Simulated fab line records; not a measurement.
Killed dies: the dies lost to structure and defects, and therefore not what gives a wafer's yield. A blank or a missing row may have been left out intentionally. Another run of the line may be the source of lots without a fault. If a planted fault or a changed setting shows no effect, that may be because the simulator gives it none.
Which tool was responsible? || flow sky130 || 11 lots, 33 wafers sampled, at 3 steps of a route of 708

## WHAT THE GAUGES READ, wafer by wafer
SKY_VIA1_RS_MEAS_22: the measuring method here is four-point-probe.
{"lot": "L147", "measured": "day 32 00:18", "on": "filmMetro-01", "VIA1_W_RS (ohm/sq)": "0.427 0.429 0.422"}
{"lot": "L150", "measured": "day 32 16:21", "on": "filmMetro-02", "VIA1_W_RS (ohm/sq)": "0.427 0.424 0.430"}
{"lot": "L152", "measured": "day 33 00:34", "on": "filmMetro-01", "VIA1_W_RS (ohm/sq)": "0.432 0.421 0.429"}
{"lot": "L151", "measured": "day 33 02:38", "on": "filmMetro-01", "VIA1_W_RS (ohm/sq)": "0.417 0.417 0.418"}
{"lot": "L153", "measured": "day 33 14:47", "on": "filmMetro-04", "VIA1_W_RS (ohm/sq)": "0.421 0.420 0.423"}
{"lot": "L159", "measured": "day 35 02:46", "on": "filmMetro-04", "VIA1_W_RS (ohm/sq)": "58.535 58.854 59.286"}
{"lot": "L160", "measured": "day 35 04:26", "on": "filmMetro-02", "VIA1_W_RS (ohm/sq)": "58.216 58.696 57.674"}
{"lot": "L161", "measured": "day 35 14:32", "on": "filmMetro-04", "VIA1_W_RS (ohm/sq)": "57.962 59.141 58.929"}
{"lot": "L166", "measured": "day 43 20:41", "on": "filmMetro-02", "VIA1_W_RS (ohm/sq)": "0.423 0.419 0.421"}
{"lot": "L168", "measured": "day 44 04:02", "on": "filmMetro-02", "VIA1_W_RS (ohm/sq)": "0.419 0.427 0.428"}
{"lot": "L169", "measured": "day 44 04:33", "on": "filmMetro-02", "VIA1_W_RS (ohm/sq)": "0.419 0.418 0.416"}

## WHICH TOOL RAN EACH LOT (tool, then ch and the chambers of the sampled wafers, then the start)
{"lot": "L147", "SKY_METAL1_STRIP_20": "plasmaAsher-03 ch 0,1, day 30 16:47", "SKY_VIA1_CVD_21": "cvdW-02 ch 0,1, day 32 00:13"}
{"lot": "L150", "SKY_METAL1_STRIP_20": "plasmaAsher-03 ch 0,1, day 31 09:54", "SKY_VIA1_CVD_21": "cvdW-01 ch 0,1, day 32 16:14"}
{"lot": "L152", "SKY_METAL1_STRIP_20": "plasmaAsher-03 ch 0,1, day 31 19:26", "SKY_VIA1_CVD_21": "cvdW-02 ch 0,1, day 33 00:28"}
{"lot": "L151", "SKY_METAL1_STRIP_20": "plasmaAsher-03 ch 0,1, day 31 21:50", "SKY_VIA1_CVD_21": "cvdW-01 ch 0, day 33 02:32"}
{"lot": "L153", "SKY_METAL1_STRIP_20": "plasmaAsher-03 ch 0,1, day 32 11:31", "SKY_VIA1_CVD_21": "cvdW-01 ch 0,1, day 33 14:40"}
{"lot": "L159", "SKY_METAL1_STRIP_20": "plasmaAsher-04 ch 0,1, day 33 21:15", "SKY_VIA1_CVD_21": "cvdW-01 ch 0,1, day 35 02:40"}
{"lot": "L160", "SKY_METAL1_STRIP_20": "plasmaAsher-01 ch 1, day 33 23:09", "SKY_VIA1_CVD_21": "cvdW-02 ch 0, day 35 04:20"}
{"lot": "L161", "SKY_METAL1_STRIP_20": "plasmaAsher-04 ch 0,1, day 34 08:22", "SKY_VIA1_CVD_21": "cvdW-01 ch 0,1, day 35 14:26"}
{"lot": "L166", "SKY_METAL1_STRIP_20": "plasmaAsher-03 ch 0,1, day 42 20:20", "SKY_VIA1_CVD_21": "cvdW-01 ch 0,1, day 43 20:34"}
{"lot": "L168", "SKY_METAL1_STRIP_20": "plasmaAsher-01 ch 0,1, day 43 03:14", "SKY_VIA1_CVD_21": "cvdW-01 ch 0,1, day 44 03:56"}
{"lot": "L169", "SKY_METAL1_STRIP_20": "plasmaAsher-01 ch 0, day 43 04:50", "SKY_VIA1_CVD_21": "cvdW-01 ch 0,1, day 44 04:26"}
- SKY_METAL1_STRIP_20: strips in O2/N2.
- SKY_VIA1_CVD_21: deposits W, target thk 270 nm, time 80.902 s.

## THE ANSWER, worked out from the rows above alone
Rule: usual is defined by the lots themselves. The widest of any qualifying gaps counts: lots, ordered by their means at a reading, are off when they make up no more than a third of the lots, leave a main group of 4 or more, and stand apart from it by 3 or more times the standard deviation of that group's means. A main group whose means are all the same, to the digits that the tables above print for the reading, isn't used. A lot without any number at a reading at which 4 lots or more have one is off too. The other lots that the step has rows for count as sound.
Off: L159, L160, L161, at SKY_VIA1_RS_MEAS_22 (VIA1_W_RS). For the main group the mean is 0.423 ohm/sq and the standard deviation 0.0038.
If a tool, at a process step before that reading, ran all the lots that are off and no sound lot after the first of them, it fits. Gauges at SKY_VIA1_RS_MEAS_22: tried the same way as those tools. Of those tried, none fits.

## WHAT WAS PUT IN BY THE SIMULATOR
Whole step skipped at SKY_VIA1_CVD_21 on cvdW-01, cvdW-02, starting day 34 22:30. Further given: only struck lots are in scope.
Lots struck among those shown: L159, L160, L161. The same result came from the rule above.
